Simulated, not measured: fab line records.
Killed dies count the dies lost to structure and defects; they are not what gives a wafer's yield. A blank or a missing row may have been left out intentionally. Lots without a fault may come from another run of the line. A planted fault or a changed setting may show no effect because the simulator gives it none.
fab line records ; flow sky130
record: lots: 12; wafers: 36; last_day: 50
route steps=708 shown METAL3@567 METAL5@662 PASSIVATION@682 PAD_OPEN@708
lots that met no fault: from a run of the same line without faults
start_h: start of the lot's first displayed wafer, in hours after the record's first day ; wait_h: how many hours have passed since the lot's step before this one ; " repeats the value in the row above ; L1.1+2: one row covering several wafers at once ; - no value, or no start was given ; * or withheld: withheld ; < > ~ a bound
route shown NAME@n: names a module that has steps shown in the file, with the first one's number in the route ; usual: mean/standard deviation taken from wafers without a fault ; same: alike in all rows ; chamber/n: place in a boat ; sites: each site's reading ; _std_site: their standard deviation ; _edge_site: inner sites' mean taken away from outer sites' mean ; radius_mm: how far each site lies from the wafer's centre ; mask NAME#n: copy n ; behind: the last tool/chamber to shape the wafer ; hold: the reason the lot was held/the length of the hold in hours/how it ended ; device: names the non-switching transistor (n, p or np) ; end of line: at the end of the route, the tests of the same wafers ; a step with no rows: only its recipe ; killed: dies that structure and defects cost at the first sort, which is not the same as the wafer's yield ; map: shows each die of a wafer: x if killed, . if not, _ if none is there
set.NAME: setting as actually run; set.NAME@STEP: the setting as run at that earlier step ; model.NAME: the simulator's own value behind a step, which no gauge read
a sample of lots followed through the steps of the route, with each step as a table and each wafer as a row
services: the hour from which a tool's chamber was out of use, counted from the record's first day as start_h (under 0 if before that day), plus the number of hours and why
== steps ==
step: SKY_METAL3_ETCH_17
recipe: target: SiO2; stop_on: TiN; chemistry: C4F8/O2/Ar; source_w: 1500; bias_w: 1200; pressure_mtorr: 40; c4f8_flow_sccm: withheld; O2_flow_sccm: 6; Ar_flow_sccm: 300; time_s: 3.9; target_depth_a: 150
usual: oes_product_au: 0.751/0.006
lot.wafer;tool;chamber;start_h;wait_h;oes_product_au;rf_hours_counter_h
L638.2;rie_diel-01;0;901.37;0.1;0.751;10
L638.4;rie_diel-01;0;901.37;0.1;0.752;-
L638.5;rie_diel-01;3;901.37;0.1;0.754;-
L640.1;rie_diel-01;2;922.59;0.1;0.756;17
L640.2;rie_diel-01;0;922.59;0.1;0.745;11
L640.6;rie_diel-01;2;922.59;0.1;0.758;-
L641.2;rie_diel-01;1;935.49;0.1;0.753;2
L641.5;rie_diel-01;3;935.49;0.1;0.762;-
L641.6;rie_diel-01;0;935.49;0.1;0.753;-
L643.1;rie_diel-04;2;946.77;0.1;0.750;11
L643.2;rie_diel-04;3;946.77;0.1;0.752;10
L643.5;rie_diel-04;1;946.77;0.1;0.757;-
L646.3;rie_diel-04;1;964.09;0.0;0.754;9
L646.4;rie_diel-04;3;964.09;0.0;0.757;11
L646.5;rie_diel-04;0;964.09;0.0;0.754;-
L651.2;rie_diel-01;1;1000.24;0.1;0.749;4
L651.4;rie_diel-01;2;1000.24;0.1;0.758;19
L651.5;rie_diel-01;2;1000.24;0.1;0.753;-
L652.3;rie_diel-01;3;1009.54;0.0;0.744;10
L652.4;rie_diel-01;2;1009.54;0.0;0.764;19
L652.5;rie_diel-01;2;1009.54;0.0;0.750;-
L653.3;rie_diel-03;3;1018.94;0.0;0.743;17
L653.5;rie_diel-03;3;1018.94;0.0;0.760;-
L653.6;rie_diel-03;0;1018.94;0.0;0.756;-
L655.2;rie_diel-03;0;1028.86;0.1;0.753;3
L655.4;rie_diel-03;3;1028.86;0.1;0.751;17
L655.6;rie_diel-03;1;1028.86;0.1;0.756;-
L657.1;rie_diel-03;2;1037.47;0.1;0.746;5
L657.3;rie_diel-03;0;1037.47;0.1;0.747;3
L657.6;rie_diel-03;1;1037.47;0.1;0.746;-
L660.1;rie_diel-03;1;1061.99;0.1;0.752;15
L660.4;rie_diel-03;2;1061.99;0.1;0.754;6
L660.6;rie_diel-03;2;1061.99;0.1;0.759;-
L661.1;rie_diel-03;2;1072.19;0.1;0.743;6
L661.4;rie_diel-03;1;1072.19;0.1;0.744;15
L661.6;rie_diel-03;1;1072.19;0.1;0.755;-
step: SKY_METAL5_SPUTTER_01
recipe: material: TiN; target_thk_nm: 20; power_w: 6500; time_s: 16.7; chamber_pressure_pa: 0.4
usual: throttle_valve_pct: 30.2/0.58
lot.wafer;tool;chamber;start_h;wait_h;throttle_valve_pct
L638.2;pvd_sputter-04;-;1006.93;0.0;30.1
L638.4;pvd_sputter-04;-;1006.93;0.0;30.3
L638.5;pvd_sputter-04;-;1006.93;0.0;29.2
L640.1;pvd_sputter-02;-;1025.28;0.0;30.4
L640.2;pvd_sputter-02;-;1025.28;0.0;30.2
L640.6;pvd_sputter-02;-;1025.28;0.0;30.3
L641.2;pvd_sputter-04;-;1036.75;0.0;29.6
L641.5;pvd_sputter-04;-;1036.75;0.0;30.1
L641.6;pvd_sputter-04;-;1036.75;0.0;30.6
L643.1;pvd_sputter-04;-;1047.29;0.0;30.1
L643.2;pvd_sputter-04;-;1047.29;0.0;30.2
L643.5;pvd_sputter-04;-;1047.29;0.0;29.5
L646.3;pvd_sputter-02;-;1063.91;0.0;30.2
L646.4;pvd_sputter-02;-;1063.91;0.0;30.1
L646.5;pvd_sputter-02;-;1063.91;0.0;30.5
L651.2;pvd_sputter-02;-;1094.82;0.0;30.4
L651.4;pvd_sputter-02;-;1094.82;0.0;30.4
L651.5;pvd_sputter-02;-;1094.82;0.0;30.6
L652.3;pvd_sputter-02;-;1102.52;0.0;30.6
L652.4;pvd_sputter-02;-;1102.52;0.0;30.0
L652.5;pvd_sputter-02;-;1102.52;0.0;29.9
L653.3;pvd_sputter-03;-;1112.15;0.0;30.3
L653.5;pvd_sputter-03;-;1112.15;0.0;30.1
L653.6;pvd_sputter-03;-;1112.15;0.0;30.3
L655.2;pvd_sputter-03;-;1120.37;0.0;30.0
L655.4;pvd_sputter-03;-;1120.37;0.0;30.3
L655.6;pvd_sputter-03;-;1120.37;0.0;30.5
L657.1;pvd_sputter-04;-;1128.95;0.0;30.1
L657.3;pvd_sputter-04;-;1128.95;0.0;30.5
L657.6;pvd_sputter-04;-;1128.95;0.0;29.8
L660.1;pvd_sputter-02;-;1149.41;0.0;31.4
L660.4;pvd_sputter-02;-;1149.41;0.0;30.5
L660.6;pvd_sputter-02;-;1149.41;0.0;31.1
L661.1;pvd_sputter-03;-;1158.17;0.0;29.2
L661.4;pvd_sputter-03;-;1158.17;0.0;30.8
L661.6;pvd_sputter-03;-;1158.17;0.0;30.2
step: SKY_METAL5_THK_MEAS_06
recipe: thk_meas_gauge: xrf; reads: AlCu_of_METAL5_SPUTTER_02
usual: METAL5_ALCU_THK: 1142/9.7
lot.wafer;tool;chamber;start_h;wait_h;METAL5_ALCU_THK[nm]
L638.2;film_metro-02;-;1007.20;0.1;1136
L638.4;film_metro-02;-;1007.20;0.1;1122
L638.5;film_metro-02;-;1007.20;0.1;1142
L640.1;film_metro-02;-;1025.54;0.1;1136
L640.2;film_metro-02;-;1025.54;0.1;1145
L640.6;film_metro-02;-;1025.54;0.1;1149
L641.2;film_metro-04;-;1037.03;0.1;1146
L641.5;film_metro-04;-;1037.03;0.1;1149
L641.6;film_metro-04;-;1037.03;0.1;1165
L643.1;film_metro-04;-;1047.55;0.1;1142
L643.2;film_metro-04;-;1047.55;0.1;1153
L643.5;film_metro-04;-;1047.55;0.1;1143
L646.3;film_metro-02;-;1064.19;0.1;1134
L646.4;film_metro-02;-;1064.19;0.1;1142
L646.5;film_metro-02;-;1064.19;0.1;1133
L651.2;film_metro-04;-;1095.10;0.1;1134
L651.4;film_metro-04;-;1095.10;0.1;1135
L651.5;film_metro-04;-;1095.10;0.1;1134
L652.3;film_metro-01;-;1102.81;0.1;1131
L652.4;film_metro-01;-;1102.81;0.1;1138
L652.5;film_metro-01;-;1102.81;0.1;1150
L653.3;film_metro-01;-;1112.43;0.1;1148
L653.5;film_metro-01;-;1112.43;0.1;1135
L653.6;film_metro-01;-;1112.43;0.1;1147
L655.2;film_metro-01;-;1120.65;0.1;1140
L655.4;film_metro-01;-;1120.65;0.1;1153
L655.6;film_metro-01;-;1120.65;0.1;1149
L657.1;film_metro-01;-;1129.21;0.1;1160
L657.3;film_metro-01;-;1129.21;0.1;1147
L657.6;film_metro-01;-;1129.21;0.1;1142
L660.1;film_metro-04;-;1149.68;0.1;1146
L660.4;film_metro-04;-;1149.68;0.1;1140
L660.6;film_metro-04;-;1149.68;0.1;1153
L661.1;film_metro-04;-;1158.44;0.1;1138
L661.4;film_metro-04;-;1158.44;0.1;1152
L661.6;film_metro-04;-;1158.44;0.1;1146
step: SKY_PASSIVATION_THK_MEAS_01
recipe: reads: SiO2_of_PASSIVATION_CVD_00
usual: PASSIVATION_CVD_00_THK: 89.9/1.1
lot.wafer;tool;chamber;start_h;wait_h;PASSIVATION_CVD_00_THK[nm]
L638.2;film_metro-03;-;1030.66;-;89.7
L638.4;film_metro-03;-;1030.66;-;92.3
L638.5;film_metro-03;-;1030.66;-;93.1
L640.1;film_metro-02;-;1048.58;-;90.1
L640.2;film_metro-02;-;1048.58;-;88.7
L640.6;film_metro-02;-;1048.58;-;91.0
L641.2;film_metro-01;-;1059.25;-;88.6
L641.5;film_metro-01;-;1059.25;-;90.2
L641.6;film_metro-01;-;1059.25;-;90.5
L643.1;film_metro-01;-;1070.22;-;88.3
L643.2;film_metro-01;-;1070.22;-;90.8
L643.5;film_metro-01;-;1070.22;-;91.3
L646.3;film_metro-02;-;1085.84;-;88.8
L646.4;film_metro-02;-;1085.84;-;91.6
L646.5;film_metro-02;-;1085.84;-;91.0
L651.2;film_metro-01;-;1116.30;-;89.5
L651.4;film_metro-01;-;1116.30;-;90.5
L651.5;film_metro-01;-;1116.30;-;90.4
L652.3;film_metro-01;-;1122.72;-;87.7
L652.4;film_metro-01;-;1122.72;-;88.6
L652.5;film_metro-01;-;1122.72;-;89.0
L653.3;film_metro-03;-;1132.50;-;91.0
L653.5;film_metro-03;-;1132.50;-;90.9
L653.6;film_metro-03;-;1132.50;-;90.7
L655.2;film_metro-01;-;1140.20;-;89.7
L655.4;film_metro-01;-;1140.20;-;89.6
L655.6;film_metro-01;-;1140.20;-;91.9
L657.1;film_metro-01;-;1148.64;-;88.0
L657.3;film_metro-01;-;1148.64;-;88.9
L657.6;film_metro-01;-;1148.64;-;89.5
L660.1;film_metro-02;-;1168.23;-;89.7
L660.4;film_metro-02;-;1168.23;-;90.3
L660.6;film_metro-02;-;1168.23;-;91.6
L661.1;film_metro-03;-;1176.88;-;87.8
L661.4;film_metro-03;-;1176.88;-;91.4
L661.6;film_metro-03;-;1176.88;-;91.6
step: SKY_PAD_OPEN_PROBE_99
usual: defect_limited_yield: 82.8/2; killed_at_M0_to_M3: 43/7.2; killed_at_M4_up: 3.0/2; killed_at_contacts: 24/5.5; killed_at_front_end: 15/4.2; killed_at_other: 0.3/0.51; killed_dies: 85/10; killed_on_rim: 17/4; killed_open: 46/7.3; killed_short: 38/6.4; sort_bin_3_pad_short: 0.9/0.42; sort_bin_5_function: 10.3/1.5; sort_bin_6_memory: 6.0/1.2; sort_n_pass: 407/10; sort_yield_pct: 82.8/2
same: gross_dies: 492; killed_at_back_side: 0; sort_bin_4_leakage[%]: 0; sort_bin_8_speed[%]: 0
lot.wafer;tool;chamber;start_h;wait_h;defect_limited_yield[%];killed_at_M0_to_M3;killed_at_M4_up;killed_at_contacts;killed_at_front_end;killed_at_other;killed_dies;killed_on_rim;killed_open;killed_short;sort_bin_3_pad_short[%];sort_bin_5_function[%];sort_bin_6_memory[%];sort_n_pass;sort_yield_pct[%]
L638.2;prober-02;-;1076.23;0.1;82.7;50;2;18;13;2;85;17;47;38;0.8;11.2;5.3;407;82.7
L638.4;prober-02;-;1076.33;0.2;82.1;40;2;29;16;1;88;21;39;49;0.6;10.0;7.3;404;82.1
L638.5;prober-02;-;1076.38;0.2;79.5;61;2;28;8;2;101;25;61;40;1.0;13.4;6.1;391;79.5
L640.1;prober-02;-;1093.38;0.1;84.1;42;0;18;17;1;78;15;53;25;0.4;10.2;5.3;414;84.1
L640.2;prober-02;-;1093.43;0.1;82.5;41;5;17;23;0;86;18;49;37;0.8;11.8;4.9;406;82.5
L640.6;prober-02;-;1093.63;0.2;80.5;49;3;27;16;1;96;20;56;40;1.0;12.2;6.3;396;80.5
L641.2;prober-01;-;1104.65;0.1;83.7;44;2;20;14;0;80;17;42;38;1.0;10.0;5.3;412;83.7
L641.5;prober-01;-;1104.80;0.2;84.3;48;2;15;12;0;77;18;48;29;0.2;10.2;5.3;415;84.3
L641.6;prober-01;-;1104.85;0.2;82.3;54;6;17;10;0;87;14;41;46;1.6;10.0;6.1;405;82.3
L643.1;prober-01;-;1114.84;0.1;77.4;47;4;35;25;0;111;24;55;56;1.2;14.2;7.1;381;77.4
L643.2;prober-01;-;1114.89;0.1;85.2;35;3;19;16;0;73;13;43;30;0.4;8.5;5.9;419;85.2
L643.5;prober-01;-;1115.04;0.2;81.5;47;4;21;19;0;91;20;42;49;0.8;11.6;6.1;401;81.5
L646.3;prober-01;-;1129.81;0.2;81.5;48;3;33;7;0;91;18;59;32;1.2;11.0;6.3;401;81.5
L646.4;prober-01;-;1129.86;0.2;82.5;35;4;35;12;0;86;16;40;46;1.4;9.8;6.3;406;82.5
L646.5;prober-01;-;1129.91;0.2;80.7;49;0;31;15;0;95;14;53;42;0.6;11.4;7.3;397;80.7
L651.2;prober-02;-;1156.60;0.1;75.8;74;5;24;16;0;119;25;47;40;3.7;13.8;6.7;373;75.8
L651.4;prober-02;-;1156.70;0.2;75.0;78;4;23;18;0;123;31;44;42;2.6;15.7;6.7;369;75.0
L651.5;prober-02;-;1156.75;0.2;78.7;68;3;21;13;0;105;24;32;38;3.3;12.0;6.1;387;78.7
L652.3;prober-01;-;1163.05;0.2;75.2;93;2;13;14;0;122;31;41;34;2.4;16.3;6.1;370;75.2
L652.4;prober-01;-;1163.10;0.2;75.2;82;0;17;23;0;122;23;53;32;3.3;14.2;7.3;370;75.2
L652.5;prober-01;-;1163.15;0.2;79.3;69;2;17;14;0;102;28;37;28;2.6;12.8;5.3;390;79.3
L653.3;prober-02;-;1171.93;0.2;83.9;33;4;26;16;0;79;10;46;33;0.8;10.4;4.9;413;83.9
L653.5;prober-02;-;1172.03;0.2;83.5;38;6;21;16;0;81;12;49;32;0.8;10.2;5.5;411;83.5
L653.6;prober-02;-;1172.08;0.2;82.1;44;1;26;17;0;88;19;55;33;1.2;10.6;6.1;404;82.1
L655.2;prober-02;-;1178.98;0.1;83.9;50;1;13;14;1;79;16;41;38;1.2;8.3;6.5;413;83.9
L655.4;prober-02;-;1179.08;0.2;85.0;38;2;18;16;0;74;17;32;42;0.8;8.5;5.7;418;85.0
L655.6;prober-02;-;1179.18;0.2;84.1;41;5;21;11;0;78;15;44;34;0.4;10.0;5.5;414;84.1
L657.1;prober-02;-;1184.72;0.1;83.3;39;2;24;17;0;82;16;54;28;0.6;11.6;4.5;410;83.3
L657.3;prober-02;-;1184.82;0.2;84.6;34;2;25;15;0;76;14;44;32;0.4;9.1;5.9;416;84.6
L657.6;prober-02;-;1184.97;0.2;84.6;37;2;19;18;0;76;16;43;33;0.4;8.3;6.7;416;84.6
L660.1;prober-01;-;1203.48;0.1;83.5;42;4;23;12;0;81;17;41;40;0.8;10.8;4.9;411;83.5
L660.4;prober-01;-;1203.63;0.2;86.0;30;4;20;15;0;69;15;37;32;0.6;8.5;4.9;423;86.0
L660.6;prober-01;-;1203.73;0.2;79.5;46;9;32;14;0;101;9;54;47;1.4;13.0;6.1;391;79.5
L661.1;prober-01;-;1210.98;0.1;82.7;46;1;23;14;1;85;13;47;38;0.2;10.8;6.3;407;82.7
L661.4;prober-01;-;1211.13;0.2;87.4;29;1;14;18;0;62;14;31;31;0.2;9.1;3.3;430;87.4
L661.6;prober-01;-;1211.23;0.2;84.3;47;2;15;13;0;77;17;43;34;0.8;10.4;4.5;415;84.3
killed by level:class
L638.2 CONTACT:geometric_particle:open=10 METAL1:geometric_particle:short=7 VIA1:geometric_particle:open=7 VIA3:geometric_particle:open=7 VIA2:geometric_particle:open=6 VIA1:geometric_particle:short=6 VIA2:geometric_particle:short=6 LI_CONTACT:geometric_particle:open=5
L638.4 CONTACT:geometric_particle:open=12 VIA1:geometric_particle:short=10 METAL1:geometric_particle:short=8 LI_CONTACT:geometric_particle:open=7 LI_CONTACT:geometric_particle:short=6 FIELD_ISO:geometric_particle:short=5 FIELD_ISO:geometric_particle:open=4 VIA2:geometric_particle:open=4
L638.5 VIA1:geometric_particle:open=14 LI_CONTACT:geometric_particle:open=12 VIA3:geometric_particle:open=12 VIA3:geometric_particle:short=7 VIA1:geometric_particle:short=6 VIA2:geometric_particle:open=6 METAL3:geometric_particle:short=4 CONTACT:geometric_particle:short=4
L640.1 VIA3:geometric_particle:open=12 CONTACT:geometric_particle:open=7 VIA2:geometric_particle:open=6 LI_CONTACT:geometric_particle:open=5 FIELD_ISO:geometric_particle:short=4 VIA1:geometric_particle:open=4 FIELD_ISO:geometric_particle:open=4 METAL1:geometric_particle:short=4
L640.2 FIELD_ISO:geometric_particle:open=9 CONTACT:geometric_particle:open=8 METAL2:geometric_particle:short=8 VIA2:geometric_particle:open=7 VIA1:geometric_particle:open=7 VIA1:geometric_particle:short=6 POLY_GATE:geometric_particle:open=5 CONTACT:geometric_particle:short=3
L640.6 VIA1:geometric_particle:open=12 CONTACT:geometric_particle:open=11 VIA3:geometric_particle:short=8 VIA3:geometric_particle:open=7 VIA2:geometric_particle:open=6 POLY_GATE:geometric_particle:open=5 LI_CONTACT:geometric_particle:open=5 FIELD_ISO:geometric_particle:open=4
L641.2 VIA1:geometric_particle:open=9 METAL1:geometric_particle:short=8 CONTACT:geometric_particle:open=7 POLY_GATE:geometric_particle:short=6 METAL2:geometric_particle:short=6 POLY_GATE:geometric_particle:open=5 LI_CONTACT:geometric_particle:open=5 CONTACT:geometric_particle:short=5
L641.5 VIA1:geometric_particle:open=13 VIA2:geometric_particle:open=9 LI_CONTACT:geometric_particle:open=6 CONTACT:geometric_particle:open=6 VIA1:geometric_particle:short=5 METAL1:geometric_particle:short=5 METAL2:geometric_particle:short=5 VIA3:geometric_particle:open=5
L641.6 VIA1:geometric_particle:open=13 METAL1:geometric_particle:short=11 VIA2:geometric_particle:open=7 VIA3:geometric_particle:open=5 METAL2:geometric_particle:short=5 VIA3:geometric_particle:short=5 FIELD_ISO:geometric_particle:short=4 LI_CONTACT:geometric_particle:open=4
L643.1 FIELD_ISO:geometric_particle:short=11 CONTACT:geometric_particle:open=11 LI_CONTACT:geometric_particle:open=9 VIA3:geometric_particle:open=8 VIA2:geometric_particle:open=7 METAL1:geometric_particle:short=7 VIA1:geometric_particle:open=6 CONTACT:geometric_particle:short=6
L643.2 LI_CONTACT:geometric_particle:open=8 VIA1:geometric_particle:open=7 VIA3:geometric_particle:open=7 FIELD_ISO:geometric_particle:open=6 LOCAL_INTERCONNECT:geometric_particle:short=5 VIA1:geometric_particle:short=5 FIELD_ISO:geometric_particle:short=4 CONTACT:geometric_particle:open=4
L643.5 CONTACT:geometric_particle:open=9 METAL1:geometric_particle:short=9 VIA2:geometric_particle:open=8 VIA1:geometric_particle:open=7 FIELD_ISO:geometric_particle:short=6 METAL2:geometric_particle:short=5 VIA3:geometric_particle:open=5 VIA3:geometric_particle:short=5
L646.3 LI_CONTACT:geometric_particle:open=15 CONTACT:geometric_particle:open=12 VIA1:geometric_particle:open=10 METAL1:geometric_particle:short=9 VIA2:geometric_particle:open=8 VIA3:geometric_particle:open=7 METAL2:geometric_particle:short=5 POLY_GATE:geometric_particle:short=4
L646.4 VIA1:geometric_particle:open=10 CONTACT:geometric_particle:open=9 CONTACT:geometric_particle:short=8 LOCAL_INTERCONNECT:geometric_particle:short=8 LI_CONTACT:geometric_particle:open=6 METAL2:geometric_particle:short=6 VIA3:geometric_particle:open=5 METAL4:geometric_particle:short=4
L646.5 VIA1:geometric_particle:open=19 LI_CONTACT:geometric_particle:open=9 CONTACT:geometric_particle:open=9 METAL2:geometric_particle:short=7 VIA1:geometric_particle:short=6 METAL1:geometric_particle:short=5 CONTACT:geometric_particle:short=5 LOCAL_INTERCONNECT:geometric_particle:short=4
L651.2 METAL3:unspecified=32 VIA1:geometric_particle:open=11 CONTACT:geometric_particle:open=9 LI_CONTACT:geometric_particle:open=7 METAL2:geometric_particle:short=7 VIA2:geometric_particle:open=6 FIELD_ISO:geometric_particle:open=5 POLY_GATE:geometric_particle:short=4
L651.4 METAL3:unspecified=37 METAL2:geometric_particle:short=9 LI_CONTACT:geometric_particle:open=8 VIA1:geometric_particle:open=8 VIA3:geometric_particle:open=7 CONTACT:geometric_particle:open=7 POLY_GATE:geometric_particle:short=6 FIELD_ISO:geometric_particle:open=4
L651.5 METAL3:unspecified=35 VIA1:geometric_particle:open=7 CONTACT:geometric_particle:short=6 VIA3:geometric_particle:open=6 CONTACT:geometric_particle:open=5 LI_CONTACT:geometric_particle:short=4 POLY_GATE:geometric_particle:short=3 LOCAL_INTERCONNECT:geometric_particle:short=3
L652.3 METAL3:unspecified=47 VIA1:geometric_particle:open=14 VIA2:geometric_particle:open=9 METAL1:geometric_particle:short=7 FIELD_ISO:geometric_particle:short=4 VIA1:geometric_particle:short=4 FIELD_ISO:geometric_particle:open=3 VIA3:geometric_particle:open=3
L652.4 METAL3:unspecified=37 POLY_GATE:geometric_particle:open=9 VIA2:geometric_particle:open=8 VIA1:geometric_particle:open=8 VIA3:geometric_particle:open=7 CONTACT:geometric_particle:open=6 FIELD_ISO:geometric_particle:open=5 METAL2:geometric_particle:short=5
L652.5 METAL3:unspecified=37 VIA1:geometric_particle:open=9 CONTACT:geometric_particle:open=7 LI_CONTACT:geometric_particle:open=5 VIA3:geometric_particle:open=5 VIA3:geometric_particle:short=5 POLY_GATE:geometric_particle:short=4 FIELD_ISO:geometric_particle:open=3
L653.3 CONTACT:geometric_particle:open=11 VIA1:geometric_particle:open=9 LI_CONTACT:geometric_particle:open=7 LOCAL_INTERCONNECT:geometric_particle:short=5 VIA3:geometric_particle:open=5 FIELD_ISO:geometric_particle:short=4 POLY_GATE:geometric_particle:open=4 VIA1:geometric_particle:short=4
L653.5 VIA1:geometric_particle:open=10 LI_CONTACT:geometric_particle:open=7 VIA2:geometric_particle:open=7 VIA3:geometric_particle:open=6 FIELD_ISO:geometric_particle:short=4 CONTACT:geometric_particle:open=4 LOCAL_INTERCONNECT:geometric_particle:short=4 CONTACT:geometric_particle:short=4
L653.6 CONTACT:geometric_particle:open=11 VIA1:geometric_particle:open=11 VIA3:geometric_particle:open=9 LI_CONTACT:geometric_particle:open=8 VIA1:geometric_particle:short=8 POLY_GATE:geometric_particle:short=5 FIELD_ISO:geometric_particle:short=4 FIELD_ISO:geometric_particle:open=4
L655.2 VIA1:geometric_particle:open=7 VIA3:geometric_particle:open=7 VIA1:geometric_particle:short=7 VIA2:geometric_particle:open=6 CONTACT:geometric_particle:open=6 METAL2:geometric_particle:short=6 METAL1:geometric_particle:short=6 FIELD_ISO:geometric_particle:open=5
L655.4 FIELD_ISO:geometric_particle:short=7 CONTACT:geometric_particle:short=6 CONTACT:geometric_particle:open=6 VIA3:geometric_particle:open=6 METAL2:geometric_particle:short=6 VIA1:geometric_particle:open=5 VIA2:geometric_particle:open=5 METAL1:geometric_particle:short=4
L655.6 VIA2:geometric_particle:open=13 CONTACT:geometric_particle:open=9 CONTACT:geometric_particle:short=7 VIA1:geometric_particle:open=5 METAL2:geometric_particle:short=5 VIA3:geometric_particle:open=5 FIELD_ISO:geometric_particle:short=4 METAL3:geometric_particle:short=4
L657.1 CONTACT:geometric_particle:open=11 VIA1:geometric_particle:open=11 POLY_GATE:geometric_particle:open=8 VIA2:geometric_particle:open=7 LI_CONTACT:geometric_particle:open=5 VIA3:geometric_particle:open=4 LOCAL_INTERCONNECT:geometric_particle:short=4 METAL2:geometric_particle:short=4
L657.3 CONTACT:geometric_particle:open=7 VIA1:geometric_particle:open=7 LI_CONTACT:geometric_particle:open=6 METAL1:geometric_particle:short=6 POLY_GATE:geometric_particle:open=5 VIA2:geometric_particle:open=5 POLY_GATE:geometric_particle:short=4 LI_CONTACT:geometric_particle:short=4
L657.6 CONTACT:geometric_particle:open=10 VIA1:geometric_particle:open=8 VIA2:geometric_particle:open=6 FIELD_ISO:geometric_particle:short=5 METAL2:geometric_particle:short=5 POLY_GATE:geometric_particle:short=4 POLY_GATE:geometric_particle:open=4 CONTACT:geometric_particle:short=4
L660.1 METAL2:geometric_particle:short=10 VIA1:geometric_particle:open=9 LI_CONTACT:geometric_particle:open=7 VIA2:geometric_particle:open=7 CONTACT:geometric_particle:open=6 LI_CONTACT:geometric_particle:short=5 CONTACT:geometric_particle:short=4 VIA1:geometric_particle:short=4
L660.4 METAL1:geometric_particle:short=9 CONTACT:geometric_particle:open=9 CONTACT:geometric_particle:short=6 VIA1:geometric_particle:open=5 FIELD_ISO:geometric_particle:open=4 VIA1:geometric_particle:short=4 SPACER:geometric_particle:open=3 LOCAL_INTERCONNECT:geometric_particle:open=3
L660.6 CONTACT:geometric_particle:open=15 METAL2:geometric_particle:short=10 LI_CONTACT:geometric_particle:open=9 METAL1:geometric_particle:short=8 VIA1:geometric_particle:open=8 METAL4:geometric_particle:short=7 VIA3:geometric_particle:open=6 CONTACT:geometric_particle:short=5
L661.1 VIA1:geometric_particle:open=10 POLY_GATE:geometric_particle:open=7 CONTACT:geometric_particle:open=7 LI_CONTACT:geometric_particle:open=6 METAL2:geometric_particle:short=6 VIA3:geometric_particle:open=6 LOCAL_INTERCONNECT:geometric_particle:short=5 VIA2:geometric_particle:open=5
L661.4 VIA1:geometric_particle:open=10 CONTACT:geometric_particle:open=7 METAL2:geometric_particle:short=6 VIA3:geometric_particle:open=5 POLY_GATE:geometric_particle:short=4 VIA2:geometric_particle:short=4 FIELD_ISO:geometric_particle:short=3 POLY_GATE:geometric_particle:open=3
L661.6 VIA1:geometric_particle:open=12 VIA2:geometric_particle:open=8 CONTACT:geometric_particle:open=7 VIA1:geometric_particle:short=6 CONTACT:geometric_particle:short=5 METAL2:geometric_particle:short=5 VIA3:geometric_particle:open=5 POLY_GATE:geometric_particle:open=4
== services ==
tool;chamber;start_h;hours;kind
rie_diel-01;2;894.71;8.3;repair
rie_diel-03;-;896.80;15.6;pm
rie_diel-04;1;903.66;8.8;repair
rie_diel-03;-;912.40;14.6;pm
rie_diel-03;0;927.00;-;clean
rie_diel-03;0;927.00;14.4;scheduled_down
rie_diel-03;0;927.00;14.4;vent_cycle
rie_diel-03;2;934.23;3.7;repair
rie_diel-03;-;955.93;1.2;repair
rie_diel-03;3;966.75;7.6;repair
pvd_sputter-02;1;989.38;-;consumable_replace:kit
pvd_sputter-02;1;989.38;18.0;scheduled_down
pvd_sputter-02;1;989.38;18.0;vent_cycle
rie_diel-04;0;992.85;20.4;repair
pvd_sputter-03;-;1046.42;24.0;repair
rie_diel-01;1;1048.36;14.6;repair
pvd_sputter-04;-;1059.59;7.5;repair
rie_diel-04;-;1071.11;28.1;pm
pvd_sputter-02;0;1113.79;-;consumable_replace:kit
pvd_sputter-02;0;1113.79;18.0;scheduled_down
pvd_sputter-02;0;1113.79;18.0;vent_cycle
rie_diel-04;-;1120.65;2.8;pm
rie_diel-04;2;1144.85;10.8;repair
rie_diel-04;-;1158.13;14.6;pm
== key ==
first_sign: step: SKY_PAD_OPEN_PROBE_99; reading: sort_bin_3_pad_short; direction: up; sigmas: 5.1; usual: 0.9; struck: 3.0
effect: step: SKY_PAD_OPEN_PROBE_99; reading: killed_at_M0_to_M3; direction: up; sigmas: 4.8; usual: 43; struck: 77
met_at SKY_METAL3_ETCH_17
struck_lots L651,L652
not_acting_at SKY_METAL5_SPUTTER_01,SKY_METAL5_THK_MEAS_06,SKY_PASSIVATION_THK_MEAS_01
onset_between 935.49 1000.24
fault: kind: chamber_particle_source; tool: rie_diel-01; chamber: -; onset_h: 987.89; steps: SKY_METAL3_ETCH_17; rate_per_visit_cm2: 1.1427; end_h: 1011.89
